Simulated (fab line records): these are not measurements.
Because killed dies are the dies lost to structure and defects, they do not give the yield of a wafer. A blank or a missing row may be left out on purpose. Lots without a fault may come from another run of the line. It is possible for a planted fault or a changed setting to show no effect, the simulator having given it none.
Struck lot and sound lot, side by side	flow sfq line	13 out of 325 route steps
Sound: these wafers, L193.2, L193.4, L193.5. Struck: wafer L198.1. (L198.2, L198.6 of the same lot were not struck and are left out.) The cause comes at the end.
Each step with rows lists, per side, the tool, then ch with its chambers, then its first start. Under that, the readings that differ: sound wafers	struck wafers	difference of the means	sigmas: that difference in standard deviations of wafers without a fault.
alike: words and numbers the same on both sides, and readings whose means are apart by under 2 such deviations; not compared: readings that were withheld, readings missing a value for some wafer, numbers with overlapping values and no deviation given by the record, and bounds like >300 which may hide the same value.
The two part at a step that has a row with sigmas, a row that says differs or no value, or rows on one side only. When numbers do not overlap yet have no deviation, they are printed without sigmas and do not part them. A reading missing from all wafers of one side parts the sides only when that side holds two or more wafers.

first, 6 steps without rows for these wafers: SFQ_TRILAYER_M3_LITHO_COAT_080 (resist thk 62 nm); SFQ_TRILAYER_M3_LITHO_COAT_075 (resist thk 600 nm); SFQ_TRILAYER_M3_LITHO_SOFTBAKE_079; SFQ_TRILAYER_M3_LITHO_EXPOSE_076 (exposes mask M3, target cd 500 nm); SFQ_TRILAYER_M3_LITHO_PEB_078 (peb time 60 s); SFQ_TRILAYER_M3_LITHO_DEVELOP_077 (time 60 s).
SFQ_M3_OVL_MEAS_921:
  struck on overlay-02, day 51 17:09; sound on overlay-01, day 49 09:42
  alike: M3_OVL
SFQ_TRILAYER_M3_BARC_OPEN_METAL_ETCH_100: etches BARC in O2, target depth 125 nm, time 41.7 s.
  sound on rie metal-01 ch 0,1, day 49 09:44; struck on rie metal-04 ch 1, day 51 17:11
  alike: drypump motor current A, oes product au
  not compared: rf hours counter h
SFQ_TRILAYER_M3_ETCH_METAL_ETCH_078: etches Nb in Cl2/Ar, stops on SiO2, target depth 240 nm, time 120 s.
  sound on rie metal-01 ch 0,1, day 49 09:47; struck on rie metal-04 ch 1, day 51 17:14
  alike: drypump motor current A, oes product au
  not compared: rf hours counter h
SFQ_TRILAYER_M3_STRIP_STRIP_079: strips in O2.
  sound on rie metal-01 ch 0,1, day 49 09:55; struck on rie metal-04 ch 1, day 51 17:22
  alike: drypump motor current A, oes product au
  not compared: rf hours counter h
then, 1 step without rows for these wafers: SFQ_TRILAYER_M3_STRIP_SOLV_CLEAN_080 (cleans in NMP, time 600 s).
SFQ_TRILAYER_I3_DEP_PECVD_081: deposits SiO2 from SiH4/N2O, time 111.11 s, target thk 500 nm.
  sound on pecvd-02 ch 0,1,2, day 49 10:41; struck on pecvd-03 ch 2, day 51 18:08
reading	sound	struck	difference	sigmas
heater power w (W)	93 86 70	53	-30	-3
rf fwd power W (W)	182.4 182.6 182.1	211.5	+29.1	+49
model.SiO2_of_TRILAYER_I3_DEP_PECVD_081.thk nm (nm)	502.2 501.2 503.8	509.7	+7.3	
  alike: throttle valve pct
SFQ_TRILAYER_I3_CMP_CMP_082: polishes SiO2.
  sound on cmp-02 ch 0,1,3, day 49 15:37; struck on cmp-02 ch 0, day 51 19:31
  alike: head pressure psi, motor current A, time to endpoint s

== WHERE THEY PART ==
Only at SFQ_TRILAYER_I3_DEP_PECVD_081, within this record. Later steps at which nothing parts them and some readings are alike: SFQ_TRILAYER_I3_CMP_CMP_082.

WHY: whatever the simulator had introduced
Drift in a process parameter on pecvd-03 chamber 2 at SFQ_TRILAYER_I3_DEP_PECVD_081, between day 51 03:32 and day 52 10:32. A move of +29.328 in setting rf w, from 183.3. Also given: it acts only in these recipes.
